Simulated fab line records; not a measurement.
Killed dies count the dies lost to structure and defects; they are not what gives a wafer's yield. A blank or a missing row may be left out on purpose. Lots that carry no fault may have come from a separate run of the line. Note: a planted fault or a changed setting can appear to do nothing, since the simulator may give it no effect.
fab line records ; flow sky130 ; part 1 of 2: steps 1 to 26 of 34
[record] lots = 5; wafers = 15; lastDay = 50
route steps=708 shown METAL3@560 VIA3@573
lots that met no fault: from a run of the same line without faults
startH: the number of hours between the record's first day and the start of the first shown wafer of the lot ; waitH: hours from the lot's prior step to this one ; " unchanged from the row above ; L1.1+2: a row that stands for several wafers ; - either no value or no given start ; * or withheld: withheld ; < > ~ a bound
route shown NAME@n: names a module that has steps shown in the file, with the first one's number in the route ; usual: the fault-free wafers' mean and standard deviation ; same: alike in all rows ; chamber/n: place in a boat ; sites: each site's reading ; _std_site: the standard deviation of these ; _edge_site: the outer-site mean with the inner-site mean subtracted ; radiusMm: for every site, how far away it sits from the centre of the wafer ; mask NAME#n: copy n ; behind: the most recent tool/chamber to have shaped the wafer ; hold: cause of the lot's hold/its duration in hours/its outcome ; device: whichever transistor did not switch (one of n, p or np) ; end of line: tests run on the same wafers once the route is complete ; where a step has no rows: the recipe by itself ; killed: at the first sort, the dies lost to defects and structure; wafer yield is something else ; map: per-die view of a wafer (x killed, . not killed, _ where there is no die)
set.NAME: the run value of the setting; set.NAME@STEP: its run value at that earlier step ; model.NAME: the simulator's own value behind a step, which no gauge read
a table for each step, a row for each wafer; lots at some steps of the route
services: from which hour (startH, from the record's first day; less than 0 if before it) a tool's chamber was out of use, for how many hours, and why
[[steps]]
[step SKY_METAL3_EXPOSE_10]
[recipe] maskId = MM3; na = 0.68; sourceShape = annular; sigmaInner = 0.4; sigmaOuter = 0.8; targetCdNm = 300; doseMj = 28
[usual] focusOffsetNm = -0.1/0.51; stageVelMmS = 499.96/0.23
lot.wafer;tool;chamber;startH;waitH;mask;focusOffsetNm;stageVelMmS
L082.1;krfScanner-02;0;-;-;MM3#0;0.0;499.78
L082.5;krfScanner-02;0;-;-;MM3#0;0.6;499.57
L082.6;krfScanner-02;0;-;-;MM3#0;0.1;499.84
L083.1;krfScanner-02;0;-;-;MM3#0;0.2;499.92
L083.2;krfScanner-02;0;-;-;MM3#0;0.8;500.03
L083.3;krfScanner-02;0;-;-;MM3#0;-0.3;500.03
L088.1;krfScanner-01;0;-;-;MM3#0;0.3;500.03
L088.2;krfScanner-01;0;-;-;MM3#0;0.3;500.25
L088.3;krfScanner-01;0;-;-;MM3#0;0.8;499.96
L089.2;krfScanner-01;0;-;-;MM3#0;-0.3;500.56
L089.5;krfScanner-01;0;-;-;MM3#0;-0.5;500.24
L089.6;krfScanner-01;0;-;-;MM3#0;-0.7;500.04
L095.2;krfScanner-01;0;-;-;MM3#0;-0.9;500.49
L095.4;krfScanner-01;0;-;-;MM3#0;-0.6;500.47
L095.5;krfScanner-01;0;-;-;MM3#0;0.2;499.91
[step SKY_METAL3_PEB_11]
[recipe] pebTempC = withheld; pebTimeS = withheld; resist = KrF-thick
lot.wafer;tool;chamber;startH;waitH
L082.1+5+6;lithoTrack-02;0;-;-
L083.1+2+3;lithoTrack-02;0;-;-
L088.1+2+3;lithoTrack-04;0;-;-
L089.2+5+6;lithoTrack-02;0;-;-
L095.2+4+5;lithoTrack-02;0;-;-
[step SKY_METAL3_DEVELOP_12]
[recipe] developTimeS = 60; resist = KrF-thick; devTempC = 21
lot.wafer;tool;chamber;startH;waitH
L082.1+5+6;lithoTrack-02;0;-;-
L083.1+2+3;lithoTrack-02;0;-;-
L088.1+2+3;lithoTrack-04;0;-;-
L089.2+5+6;lithoTrack-02;0;-;-
L095.2+4+5;lithoTrack-02;0;-;-
[step SKY_METAL3_CD_MEAS_13]
[recipe] targetCdNm = 300
[usual] cdNm = 300.1/1.8
lot.wafer;tool;chamber;startH;waitH;cdNm
L082.1;cdSem-01;-;970.87;-;300.4
L082.5;cdSem-01;-;970.87;-;301.2
L082.6;cdSem-01;-;970.87;-;300.3
L083.1;cdSem-02;-;985.27;-;300.5
L083.2;cdSem-02;-;985.27;-;301.0
L083.3;cdSem-02;-;985.27;-;301.3
L088.1;cdSem-01;-;1007.79;-;297.2
L088.2;cdSem-01;-;1007.79;-;296.8
L088.3;cdSem-01;-;1007.79;-;298.3
L089.2;cdSem-01;-;1013.34;-;301.8
L089.5;cdSem-01;-;1013.34;-;302.8
L089.6;cdSem-01;-;1013.34;-;301.9
L095.2;cdSem-02;-;1049.34;-;301.3
L095.4;cdSem-02;-;1049.34;-;299.1
L095.5;cdSem-02;-;1049.34;-;298.2
[step SKY_METAL3_OVL_MEAS_14]
[usual] METAL3_OVL = -3/5.4
lot.wafer;tool;chamber;startH;waitH;METAL3_OVL[nm]
L082.1;overlay-02;-;970.99;0.1;-8
L082.5;overlay-02;-;970.99;0.1;-10
L082.6;overlay-02;-;970.99;0.1;-4
L083.1;overlay-01;-;985.39;0.1;-6
L083.2;overlay-01;-;985.39;0.1;-16
L083.3;overlay-01;-;985.39;0.1;-1
L088.1;overlay-02;-;1007.91;0.1;8
L088.2;overlay-02;-;1007.91;0.1;2
L088.3;overlay-02;-;1007.91;0.1;4
L089.2;overlay-01;-;1013.45;0.1;-7
L089.5;overlay-01;-;1013.45;0.1;-9
L089.6;overlay-01;-;1013.45;0.1;-3
L095.2;overlay-01;-;1049.45;0.1;2
L095.4;overlay-01;-;1049.45;0.1;-1
L095.5;overlay-01;-;1049.45;0.1;0
[step SKY_METAL3_DESCUM_15]
[recipe] chemistry = O2; sourcePowerW = 150; biasPowerW = 0; pressureMtorr = 10; tempC = 40; timeS = 8
[usual] chamberPressureMTorr = 10.000/0.0099; drypumpMotorCurrentA = 6.02/0.28; oesProductAu = 1.003/0.01; rfFwdPowerW = 147.2/0.86
lot.wafer;tool;chamber;startH;waitH;chamberPressureMTorr;drypumpMotorCurrentA;oesProductAu;rfFwdPowerW;rfHoursCounterH
L082.1;rieMetal-01;1;971.03;0.0;9.993;5.46;1.003;148.2;17
L082.5;rieMetal-01;0;971.03;0.0;9.982;6.41;1.006;146.9;-
L082.6;rieMetal-01;1;971.03;0.0;9.975;5.48;0.995;148.3;-
L083.1;rieMetal-01;1;985.43;0.0;9.994;5.47;0.996;147.9;18
L083.2;rieMetal-01;0;985.43;0.0;10.005;6.42;1.000;147.4;7
L083.3;rieMetal-01;0;985.43;0.0;10.008;6.42;1.001;147.3;-
L088.1;rieMetal-03;0;1007.94;0.0;10.004;6.05;0.999;148.0;14
L088.2;rieMetal-03;1;1007.94;0.0;10.006;6.29;1.000;146.3;16
L088.3;rieMetal-03;1;1007.94;0.0;10.009;6.28;0.988;146.0;-
L089.2;rieMetal-04;0;1013.48;0.0;10.017;5.80;1.018;146.4;17
L089.5;rieMetal-04;1;1013.48;0.0;10.004;6.07;1.024;146.8;-
L089.6;rieMetal-04;0;1013.48;0.0;9.991;5.81;1.007;146.9;-
L095.2;rieMetal-01;1;1049.48;0.0;10.022;5.48;0.990;148.5;22
L095.4;rieMetal-01;0;1049.48;0.0;9.998;6.40;0.992;147.8;-
L095.5;rieMetal-01;0;1049.48;0.0;10.007;6.40;0.991;146.8;-
[step SKY_METAL3_ETCH_16]
[recipe] chemistry = N2/H2; target = BARC; ionEnergyEv = 200; biasW = 100; pressureMtorr = 30; n2FlowSccm = 100; h2FlowSccm = 200; icpW = 500; stopOn = SiO2; timeS = 88.2; targetDepthA = 600
[usual] biasW = 100.0/0.32; chamberPressureMTorr = 29.999/0.029; drypumpMotorCurrentA = 6.03/0.28; n2FlowSccm = 100.0/0.32; oesProductAu = 0.626/0.0042; rfFwdPowerW = 497.0/2; throttleValvePct = 13.205/0.0091
lot.wafer;tool;chamber;startH;waitH;biasW;chamberPressureMTorr;drypumpMotorCurrentA;n2FlowSccm;oesProductAu;rfFwdPowerW;rfHoursCounterH;throttleValvePct
L082.1;rieMetal-01;1;971.06;0.0;100.7;29.979;5.48;100.0;0.629;498.3;17;13.198
L082.5;rieMetal-01;0;971.06;0.0;99.6;29.967;6.43;100.4;0.621;496.8;-;13.214
L082.6;rieMetal-01;1;971.06;0.0;100.5;30.034;5.48;99.6;0.628;500.4;-;13.195
L083.1;rieMetal-01;1;985.46;0.0;100.3;29.967;5.47;100.1;0.628;499.3;18;13.213
L083.2;rieMetal-01;0;985.46;0.0;100.1;29.968;6.43;99.7;0.623;496.7;7;13.216
L083.3;rieMetal-01;0;985.46;0.0;100.5;30.013;6.44;99.8;0.624;496.0;-;13.193
L088.1;rieMetal-03;0;1007.97;0.0;99.4;30.029;6.05;100.1;0.628;496.5;14;13.216
L088.2;rieMetal-03;1;1007.97;0.0;100.5;29.996;6.27;99.9;0.625;494.5;16;13.210
L088.3;rieMetal-03;1;1007.97;0.0;100.3;29.998;6.26;99.6;0.623;496.3;-;13.200
L089.2;rieMetal-04;0;1013.51;0.0;99.7;29.997;5.82;99.8;0.625;496.0;17;13.204
L089.5;rieMetal-04;1;1013.51;0.0;99.8;29.962;6.07;100.1;0.616;493.8;-;13.212
L089.6;rieMetal-04;0;1013.51;0.0;99.8;29.943;5.84;99.4;0.628;496.4;-;13.188
L095.2;rieMetal-01;1;1049.51;0.0;99.9;30.013;5.49;100.0;0.629;497.2;22;13.199
L095.4;rieMetal-01;0;1049.51;0.0;99.8;29.969;6.41;99.6;0.633;495.8;-;13.216
L095.5;rieMetal-01;0;1049.51;0.0;100.0;30.074;6.41;100.0;0.631;496.8;-;13.203
[step SKY_METAL3_ETCH_17]
[recipe] target = SiO2; stopOn = TiN; chemistry = C4F8/O2/Ar; sourceW = 1500; biasW = 1200; pressureMtorr = 40; c4f8FlowSccm = withheld; O2_flow_sccm = 6; Ar_flow_sccm = 300; timeS = 3.9; targetDepthA = 150
[usual] biasW = 1200/3.8; chamberPressureMTorr = 40.00/0.043; oesProductAu = 0.753/0.0066; rfFwdPowerW = 1468/5.5
lot.wafer;tool;chamber;startH;waitH;biasW;chamberPressureMTorr;oesProductAu;rfFwdPowerW;rfHoursCounterH
L082.1;rieDiel-02;3;971.16;0.1;1195;39.96;0.754;1467;5
L082.5;rieDiel-02;0;971.16;0.1;1204;39.96;0.758;1464;-
L082.6;rieDiel-02;3;971.16;0.1;1193;40.00;0.749;1466;-
L083.1;rieDiel-04;2;985.56;0.1;1201;39.96;0.745;1474;21
L083.2;rieDiel-04;1;985.56;0.1;1199;40.03;0.750;1469;13
L083.3;rieDiel-04;3;985.56;0.1;1199;40.03;0.749;1467;19
L088.1;rieDiel-04;0;1008.07;0.1;1201;39.97;0.753;1463;15
L088.2;rieDiel-04;1;1008.07;0.1;1204;40.02;0.745;1469;14
L088.3;rieDiel-04;2;1008.07;0.1;1201;39.99;0.742;1469;22
L089.2;rieDiel-04;2;1013.61;0.1;1201;40.02;0.746;1467;22
L089.5;rieDiel-04;2;1013.61;0.1;1196;39.96;0.757;1457;-
L089.6;rieDiel-04;1;1013.61;0.1;1205;39.99;0.764;1472;-
L095.2;rieDiel-03;3;1049.61;0.1;1199;39.96;0.747;1478;15
L095.4;rieDiel-03;2;1049.61;0.1;1199;39.94;0.755;1475;9
L095.5;rieDiel-03;2;1049.61;0.1;1201;39.93;0.745;1475;-
[step SKY_METAL3_METAL_ETCH_18]
[recipe] targetDepthA = 8450; stopOn = SiO2; overEtchFrac = 0.3; timeS = 183.1; chemistry = Cl2/BCl3; resistSidewallDeg = 88; pressureMtorr = 10; icpW = 900; biasW = 48.5; Cl2_flow_sccm = 60; bcl3FlowSccm = 30
[usual] biasW = 48.50/0.12; chamberPressureMTorr = 10.000/0.0098; drypumpMotorCurrentA = 6.0/0.34; oesProductAu = 0.867/0.0064; rfFwdPowerW = 897.3/2.7; throttleValvePct = 22.265/0.0097
lot.wafer;tool;chamber;startH;waitH;biasW;chamberPressureMTorr;drypumpMotorCurrentA;oesProductAu;rfFwdPowerW;rfHoursCounterH;throttleValvePct
L082.1;rieMetal-04;1;971.18;0.0;48.47;10.006;6.1;0.861;900.5;15;22.261
L082.5;rieMetal-04;1;971.18;0.0;48.63;9.996;6.1;0.872;897.4;-;22.269
L082.6;rieMetal-04;0;971.18;0.0;48.47;9.995;5.8;0.871;899.1;-;22.275
L083.1;rieMetal-03;0;985.58;0.0;48.56;9.995;6.0;0.871;900.9;13;22.260
L083.2;rieMetal-03;1;985.58;0.0;48.73;9.985;6.2;0.875;894.0;15;22.259
L083.3;rieMetal-03;1;985.58;0.0;48.61;10.009;6.2;0.870;893.4;-;22.270
L088.1;rieMetal-04;1;1008.09;0.0;48.62;9.987;6.1;0.865;899.1;18;22.257
L088.2;rieMetal-04;0;1008.09;0.0;48.31;10.003;5.8;0.865;893.7;17;22.276
L088.3;rieMetal-04;0;1008.09;0.0;48.60;9.994;5.8;0.877;893.8;-;22.265
L089.2;rieMetal-01;0;1013.63;0.0;48.21;9.995;6.4;0.868;895.8;8;22.280
L089.5;rieMetal-01;0;1013.63;0.0;48.13;10.003;6.4;0.874;898.9;-;22.237
L089.6;rieMetal-01;1;1013.63;0.0;48.66;10.001;5.5;0.869;897.7;-;22.260
L095.2;rieMetal-04;0;1049.69;0.1;48.46;9.995;5.8;0.867;894.7;-;22.276
L095.4;rieMetal-04;0;1049.69;0.1;48.44;10.026;5.8;0.868;898.6;-;22.279
L095.5;rieMetal-04;0;1049.69;0.1;48.65;9.988;5.8;0.877;893.8;-;22.270
[step SKY_METAL3_STRIP_19]
[recipe] chemistry = O2/N2; powerW = 1400; pressureMtorr = 1500; platenTempC = withheld; o2FlowSccm = 3000; n2FlowSccm = 300; overashFraction = 0.5
[usual] chamberPressureMTorr = 1500.0/1.4; drypumpMotorCurrentA = 5.5/0.45; n2FlowSccm = 299.9/0.89; o2FlowSccm = 2999/9.8; oesProductAu = 0.501/0.0062; stripTimeToEndpointS = 6.51/0.098
lot.wafer;tool;chamber;startH;waitH;chamberPressureMTorr;drypumpMotorCurrentA;n2FlowSccm;o2FlowSccm;oesProductAu;rfHoursCounterH;stripTimeToEndpointS
L082.1;plasmaAsher-03;1;971.36;0.1;1498.6;5.9;300.7;2990;0.509;108;6.46
L082.5;plasmaAsher-03;0;971.36;0.1;1501.3;6.2;301.5;3011;0.498;-;6.37
L082.6;plasmaAsher-03;1;971.36;0.1;1501.8;5.9;299.4;2983;0.495;-;6.44
L083.1;plasmaAsher-03;0;985.76;0.1;1500.3;6.2;301.9;2990;0.503;109;6.55
L083.2;plasmaAsher-03;1;985.76;0.1;1495.8;5.9;298.5;3010;0.501;109;6.56
L083.3;plasmaAsher-03;0;985.76;0.1;1500.5;6.2;301.5;3001;0.507;-;6.56
L088.1;plasmaAsher-01;0;1008.27;0.1;1497.3;5.4;299.6;2991;0.493;91;6.36
L088.2;plasmaAsher-01;1;1008.27;0.1;1501.1;5.3;298.7;3007;0.501;91;6.39
L088.3;plasmaAsher-01;1;1008.27;0.1;1497.7;5.3;300.0;3010;0.497;-;6.42
L089.2;plasmaAsher-01;0;1013.81;0.1;1501.3;5.4;299.7;2998;0.500;91;6.49
L089.5;plasmaAsher-01;1;1013.81;0.1;1498.9;5.3;300.7;3003;0.505;-;6.51
L089.6;plasmaAsher-01;0;1013.81;0.1;1502.9;5.4;301.1;3017;0.497;-;6.54
L095.2;plasmaAsher-02;1;1049.98;0.2;1499.3;4.7;301.4;3015;0.498;61;6.31
L095.4;plasmaAsher-02;1;1049.98;0.2;1500.1;4.7;300.6;3005;0.486;-;6.29
L095.5;plasmaAsher-02;1;1049.98;0.2;1500.8;4.7;300.9;3005;0.495;-;6.33
[step SKY_METAL3_STRIP_20]
[recipe] chemistry = postEtchResidueRemover; timeS = 1200; tempC = 72.5
lot.wafer;tool;chamber;startH;waitH
L082.1+5+6;wetBench-01;3;971.46;0.1
L083.1+2+3;wetBench-02;0;985.86;0.1
L088.1+2+3;wetBench-02;0;1008.37;0.1
L089.2+5+6;wetBench-01;2;1013.91;0.1
L095.2+4+5;wetBench-03;1;1050.08;0.1
[step SKY_METAL3_CLEAN_21]
[recipe] chemistry = IPA; timeS = 180; tempC = 25
lot.wafer;tool;chamber;startH;waitH
L082.1+5+6;wetBench-03;2;971.80;0.0
L083.1+2+3;wetBench-01;2;986.20;0.0
L088.1+2+3;wetBench-01;0;1009.05;0.0
L089.2+5+6;wetBench-03;3;1014.25;0.0
L095.2+4+5;wetBench-01;3;1050.43;0.0
[step SKY_METAL3_CLEAN_22]
[recipe] chemistry = O3/DIW; dry = n2Spin
lot.wafer;tool;chamber;startH;waitH
L082.1+5+6;wetBench-01;0;971.86;0.0
L083.1+2+3;wetBench-02;3;986.26;0.0
L088.1+2+3;wetBench-03;3;1009.11;0.0
L089.2+5+6;wetBench-01;0;1014.31;0.0
L095.2+4+5;wetBench-03;1;1050.49;0.0
[step SKY_VIA3_HDPCVD_00]
[recipe] material = SiO2; targetThkNm = 1635; sigmaOpenFrac = 0.3; timeS = 272.5; tempC = 400; sih4FlowSccm = 60; pressureMtorr = 6
lot.wafer;tool;chamber;startH;waitH
L082.1+5+6;hdpcvd-02;0,1,2;971.95;0.0
L083.1+2+3;hdpcvd-02;2,0,1;986.35;0.0
L088.1+2+3;hdpcvd-01;0,1,2;1009.20;0.0
L089.2+5+6;hdpcvd-01;2,0,1;1014.40;0.0
L095.2+4+5;hdpcvd-02;0,2,1;1050.58;0.0
[step SKY_VIA3_THK_MEAS_01]
[recipe] reads = SiO2_of_VIA3_HDPCVD_00
[usual] VIA3_HDPCVD_THK = 1640/19
lot.wafer;tool;chamber;startH;waitH;VIA3_HDPCVD_THK[nm]
L082.1;filmMetro-02;-;972.12;0.1;1621
L082.5;filmMetro-02;-;972.12;0.1;1614
L082.6;filmMetro-02;-;972.12;0.1;1653
L083.1;filmMetro-02;-;986.52;0.1;1674
L083.2;filmMetro-02;-;986.52;0.1;1673
L083.3;filmMetro-02;-;986.52;0.1;1645
L088.1;filmMetro-04;-;1009.37;0.1;1633
L088.2;filmMetro-04;-;1009.37;0.1;1627
L088.3;filmMetro-04;-;1009.37;0.1;1616
L089.2;filmMetro-02;-;1014.58;0.1;1609
L089.5;filmMetro-02;-;1014.58;0.1;1647
L089.6;filmMetro-02;-;1014.58;0.1;1646
L095.2;filmMetro-04;-;1050.76;0.1;1630
L095.4;filmMetro-04;-;1050.76;0.1;1656
L095.5;filmMetro-04;-;1050.76;0.1;1639
[step SKY_VIA3_CMP_02]
[recipe] material = SiO2; downForcePsi = 4; platenRpm = 60; padVelocityMS = 0.94248
[usual] motorCurrentA = 11.6/0.78
lot.wafer;tool;chamber;startH;waitH;motorCurrentA
L082.1;cmp-01;2;972.23;0.1;12.9
L082.5;cmp-01;1;972.23;0.1;11.1
L082.6;cmp-01;2;972.23;0.1;12.9
L083.2;cmp-02;2;986.58;0.0;11.0
L083.3;cmp-02;0;986.58;0.0;12.0
L083.1;cmp-02;1;986.58;0.0;11.1
L088.3;cmp-01;3;1009.43;0.0;11.9
L088.2;cmp-01;1;1009.43;0.0;11.2
L088.1;cmp-01;2;1009.43;0.0;13.0
L089.2;cmp-01;1;1014.78;0.2;11.1
L089.6;cmp-01;2;1014.78;0.2;12.9
L089.5;cmp-01;3;1014.78;0.2;13.0
L095.2;cmp-02;3;1050.81;0.0;11.0
L095.4;cmp-02;0;1050.81;0.0;11.5
L095.5;cmp-02;3;1050.81;0.0;11.6
[step SKY_VIA3_BOW_MEAS_03]
[recipe] mode = bow
[usual] VIA3_BOW = 82/8.1
lot.wafer;tool;chamber;startH;waitH;VIA3_BOW[um]
L082.1;filmMetro-03;-;972.48;0.2;73
L082.5;filmMetro-03;-;972.48;0.2;95
L082.6;filmMetro-03;-;972.48;0.2;85
L083.1;filmMetro-02;-;986.88;0.1;82
L083.2;filmMetro-02;-;986.88;0.1;81
L083.3;filmMetro-02;-;986.88;0.1;86
L088.1;filmMetro-04;-;1009.73;0.1;76
L088.2;filmMetro-04;-;1009.73;0.1;95
L088.3;filmMetro-04;-;1009.73;0.1;85
L089.2;filmMetro-04;-;1014.95;0.1;68
L089.5;filmMetro-04;-;1014.95;0.1;66
L089.6;filmMetro-04;-;1014.95;0.1;75
L095.2;filmMetro-03;-;1051.13;0.3;81
L095.4;filmMetro-03;-;1051.13;0.3;89
L095.5;filmMetro-03;-;1051.13;0.3;98
[step SKY_VIA3_DEHYDRATE_04]
[recipe] tempC = 200; timeS = 60
lot.wafer;tool;chamber;startH;waitH
L082.1+5+6;lithoTrack-02;0;984.12;11.6
L083.1+2+3;lithoTrack-02;0;997.32;10.4
L088.1+2+3;lithoTrack-02;0;1020.82;11.1
L089.2+5+6;lithoTrack-03;0;1025.02;10.1
L095.2+4+5;lithoTrack-01;0;1061.28;10.1
[step SKY_VIA3_HMDS_05]
[recipe] primeTimeS = 60; primeTempC = 120
lot.wafer;tool;chamber;startH;waitH
L082.1+5+6;lithoTrack-02;0;984.27;0.1
L083.1+2+3;lithoTrack-02;0;997.47;0.1
L088.1+2+3;lithoTrack-02;0;1020.97;0.1
L089.2+5+6;lithoTrack-03;0;1025.17;0.1
L095.2+4+5;lithoTrack-01;0;1061.43;0.1
[step SKY_VIA3_COAT_06]
[recipe] resist = BARC; tempC = withheld; timeS = withheld; spinRpm = 3000; resistThkNm = 60
lot.wafer;tool;chamber;startH;waitH
L082.1+5+6;lithoTrack-02;0;984.42;0.1
L083.1+2+3;lithoTrack-02;0;997.62;0.1
L088.1+2+3;lithoTrack-02;0;1021.12;0.1
L089.2+5+6;lithoTrack-03;0;1025.32;0.1
L095.2+4+5;lithoTrack-01;0;1061.58;0.1
[step SKY_VIA3_COAT_07]
[recipe] resist = KrF-thick; spinRpm = 3000; resistThkNm = 450
lot.wafer;tool;chamber;startH;waitH
L082.1+5+6;lithoTrack-02;0;-;-
L083.1+2+3;lithoTrack-02;0;-;-
L088.1+2+3;lithoTrack-02;0;-;-
L089.2+5+6;lithoTrack-03;0;-;-
L095.2+4+5;lithoTrack-01;0;-;-
[step SKY_VIA3_SOFTBAKE_08]
[recipe] tempC = 100; timeS = 90; resist = KrF-thick
lot.wafer;tool;chamber;startH;waitH
L082.1+5+6;lithoTrack-02;0;-;-
L083.1+2+3;lithoTrack-02;0;-;-
L088.1+2+3;lithoTrack-02;0;-;-
L089.2+5+6;lithoTrack-03;0;-;-
L095.2+4+5;lithoTrack-01;0;-;-
[step SKY_VIA3_EXPOSE_09]
[recipe] maskId = VIM3; na = 0.8; sourceShape = annular; sigmaInner = 0.55; sigmaOuter = 0.85; targetCdNm = 200; doseMj = 38
[usual] focusOffsetNm = 0.0/0.56; stageVelMmS = 499.95/0.26
lot.wafer;tool;chamber;startH;waitH;mask;focusOffsetNm;stageVelMmS
L082.1;krfScanner-02;0;-;-;VIM3#0;0.2;499.59
L082.5;krfScanner-02;0;-;-;VIM3#0;-0.5;499.53
L082.6;krfScanner-02;0;-;-;VIM3#0;0.4;499.90
L083.1;krfScanner-01;0;-;-;VIM3#0;-0.2;500.01
L083.2;krfScanner-01;0;-;-;VIM3#0;0.3;500.30
L083.3;krfScanner-01;0;-;-;VIM3#0;0.0;499.77
L088.1;krfScanner-01;0;-;-;VIM3#0;0.3;499.73
L088.2;krfScanner-01;0;-;-;VIM3#0;0.2;499.70
L088.3;krfScanner-01;0;-;-;VIM3#0;0.4;499.76
L089.2;krfScanner-01;0;-;-;VIM3#0;0.5;500.08
L089.5;krfScanner-01;0;-;-;VIM3#0;1.1;500.47
L089.6;krfScanner-01;0;-;-;VIM3#0;0.5;500.34
L095.2;krfScanner-02;0;-;-;VIM3#0;-0.9;500.14
L095.4;krfScanner-02;0;-;-;VIM3#0;-0.7;500.27
L095.5;krfScanner-02;0;-;-;VIM3#0;0.0;499.93
[step SKY_VIA3_PEB_10]
[recipe] pebTempC = withheld; pebTimeS = withheld; resist = KrF-thick
lot.wafer;tool;chamber;startH;waitH
L082.1+5+6;lithoTrack-01;0;-;-
L083.1+2+3;lithoTrack-03;0;-;-
L088.1+2+3;lithoTrack-01;0;-;-
L089.2+5+6;lithoTrack-01;0;-;-
L095.2+4+5;lithoTrack-01;0;-;-
[step SKY_VIA3_DEVELOP_11]
[recipe] developTimeS = 60; resist = KrF-thick; devTempC = 21
lot.wafer;tool;chamber;startH;waitH
L082.1+5+6;lithoTrack-01;0;-;-
L083.1+2+3;lithoTrack-03;0;-;-
L088.1+2+3;lithoTrack-01;0;-;-
L089.2+5+6;lithoTrack-01;0;-;-
L095.2+4+5;lithoTrack-01;0;-;-
[step SKY_VIA3_CD_MEAS_12]
[recipe] targetCdNm = 200
[usual] cdNm = 200.5/1.5
lot.wafer;tool;chamber;startH;waitH;cdNm
L082.1;cdSem-01;-;996.68;-;199.7
L082.5;cdSem-01;-;996.68;-;200.3
L082.6;cdSem-01;-;996.68;-;201.1
L083.1;cdSem-01;-;1009.80;-;198.6
L083.2;cdSem-01;-;1009.80;-;198.3
L083.3;cdSem-01;-;1009.80;-;200.4
L088.1;cdSem-01;-;1032.46;-;199.3
L088.2;cdSem-01;-;1032.46;-;199.3
L088.3;cdSem-01;-;1032.46;-;199.3
L089.2;cdSem-01;-;1037.43;-;201.8
L089.5;cdSem-01;-;1037.43;-;200.3
L089.6;cdSem-01;-;1037.43;-;200.4
L095.2;cdSem-01;-;1072.38;-;200.8
L095.4;cdSem-01;-;1072.38;-;199.9
L095.5;cdSem-01;-;1072.38;-;199.7
